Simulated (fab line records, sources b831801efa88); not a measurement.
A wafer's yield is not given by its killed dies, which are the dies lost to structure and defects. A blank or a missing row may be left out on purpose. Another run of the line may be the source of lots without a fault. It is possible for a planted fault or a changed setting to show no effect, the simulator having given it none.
Which tool was responsible? + flow gf180mcu + Sampling: 14 lots, 42 wafers, 3 of 602 route steps

== WHAT EACH GAUGE READ, for each wafer ==
GF_NSD_TW_MEAS_12.
| lot  | measured     | on            | NSD_TW         |
|------|--------------|---------------|----------------|
| L919 | day 14 14:20 | film metro-01 | 4229 4227 4241 |
| L918 | day 14 17:35 | film metro-02 | 4239 4255 4251 |
| L920 | day 14 20:55 | film metro-01 | 4239 4258 4218 |
| L921 | day 15 08:26 | film metro-03 | 4259 4287 4252 |
| L922 | day 15 14:19 | film metro-01 | 4248 4225 4252 |
| L923 | day 16 02:29 | film metro-01 | 4213 4229 4221 |
| L924 | day 16 09:47 | film metro-01 | 4233 4232 4242 |
| L926 | day 17 07:47 | film metro-02 | 4234 4274 4251 |
| L927 | day 17 14:12 | film metro-01 | 4266 4248 4255 |
| L928 | day 18 07:13 | film metro-02 | 4229 4254 4237 |
| L933 | day 19 12:05 | film metro-01 | 4255 4250 4250 |
| L936 | day 20 16:44 | film metro-02 | 4227 4231 4215 |
| L937 | day 21 00:50 | film metro-03 | 4244 4266 4258 |
| L938 | day 21 12:00 | film metro-02 | 4241 4218 4220 |

GF_PSD_CD_MEAS_07: target cd 400 nm.
| lot  | measured     | on        | cd nm (nm)        |
|------|--------------|-----------|-------------------|
| L919 | day 15 12:00 | cd sem-02 | 398.0 399.1 397.8 |
| L918 | day 15 15:41 | cd sem-02 | 402.9 402.3 404.6 |
| L920 | day 15 17:19 | cd sem-02 | 400.0 403.0 401.7 |
| L921 | day 16 06:33 | cd sem-02 | 400.1 399.2 399.6 |
| L922 | day 16 12:42 | cd sem-01 | 398.1 398.5 399.0 |
| L923 | day 17 01:48 | cd sem-01 | 403.0 403.7 400.8 |
| L924 | day 17 08:53 | cd sem-02 | 399.0 399.3 398.3 |
| L926 | day 18 06:52 | cd sem-02 | 400.9 398.0 398.1 |
| L927 | day 18 14:13 | cd sem-02 | 401.4 401.1 399.3 |
| L928 | day 19 07:15 | cd sem-02 | 397.4 400.8 398.3 |
| L933 | day 20 12:19 | cd sem-02 | 400.4 403.0 402.0 |
| L936 | day 21 16:32 | cd sem-01 | 399.7 398.6 400.8 |
| L937 | day 21 23:59 | cd sem-01 | 398.4 396.1 397.4 |
| L938 | day 22 10:43 | cd sem-02 | 399.9 397.8 399.4 |

== TOOL THAT RAN EACH LOT (tool first, then ch and the chambers of the sampled wafers, then the start) ==
| lot  | GF_HV_LDD_IMPLANT_35            |
|------|---------------------------------|
| L919 | implanter-04 ch 0, day 12 18:14 |
| L918 | implanter-04 ch 0, day 12 20:40 |
| L920 | implanter-01 ch 0, day 13 00:25 |
| L921 | implanter-04 ch 0, day 13 09:55 |
| L922 | implanter-02 ch 0, day 13 15:43 |
| L923 | implanter-02 ch 0, day 14 03:38 |
| L924 | implanter-01 ch 0, day 14 08:26 |
| L926 | implanter-02 ch 0, day 15 05:52 |
| L927 | implanter-02 ch 0, day 15 11:50 |
| L928 | implanter-01 ch 0, day 16 05:11 |
| L933 | implanter-04 ch 0, day 17 08:37 |
| L936 | implanter-02 ch 0, day 18 12:17 |
| L937 | implanter-02 ch 0, day 18 20:41 |
| L938 | implanter-02 ch 0, day 19 07:04 |
- GF_HV_LDD_IMPLANT_35

== AS READ BY THE TOOLS THEMSELVES (means over the sampled wafers that have a number; for cases with no such wafer, the mark the record gives instead) ==
GF_HV_LDD_IMPLANT_35.
| lot  | tool         | beam energy keV |
|------|--------------|-----------------|
| L919 | implanter-04 | 59.982          |
| L918 | implanter-04 | 59.990          |
| L920 | implanter-01 | 60.016          |
| L921 | implanter-04 | 59.986          |
| L922 | implanter-02 | 60.007          |
| L923 | implanter-02 | 60.011          |
| L924 | implanter-01 | 60.009          |
| L926 | implanter-02 | 55.979          |
| L927 | implanter-02 | 55.990          |
| L928 | implanter-01 | 60.016          |
| L933 | implanter-04 | 59.978          |
| L936 | implanter-02 | 59.970          |
| L937 | implanter-02 | 59.993          |
| L938 | implanter-02 | 59.997          |

== THE ANSWER, worked out from the rows above alone ==
Rule: what is usual is taken from the lots themselves. The widest of any qualifying gaps counts: lots, ordered by their means at a reading, are off when they make up no more than a third of the lots, leave a main group of 4 or more, and stand apart from it by 3 or more times the standard deviation of that group's means. A main group whose means are all the same, to the digits that the tables above print for the reading, isn't used. Also off: a lot with no number at a reading for which 4 or more lots have one. Any other lot the step has rows for is counted as sound. First the gauges in route order, then the tools' own readings, where a lot's mean is used as printed above. The first step at which some lot is off is used, and at that step the reading that is off furthest; a lot without a number counts as furthest.
Off: L926, L927, at GF_HV_LDD_IMPLANT_35 (beam energy keV). For the main group the mean is 59.996 and the standard deviation 0.015.
A tool fits if, at that step or a process step before it, it ran every lot that is off, and no sound lot after the first of them. Not one of the candidates tried fits.

== WHAT WAS PUT IN BY THE SIMULATOR ==
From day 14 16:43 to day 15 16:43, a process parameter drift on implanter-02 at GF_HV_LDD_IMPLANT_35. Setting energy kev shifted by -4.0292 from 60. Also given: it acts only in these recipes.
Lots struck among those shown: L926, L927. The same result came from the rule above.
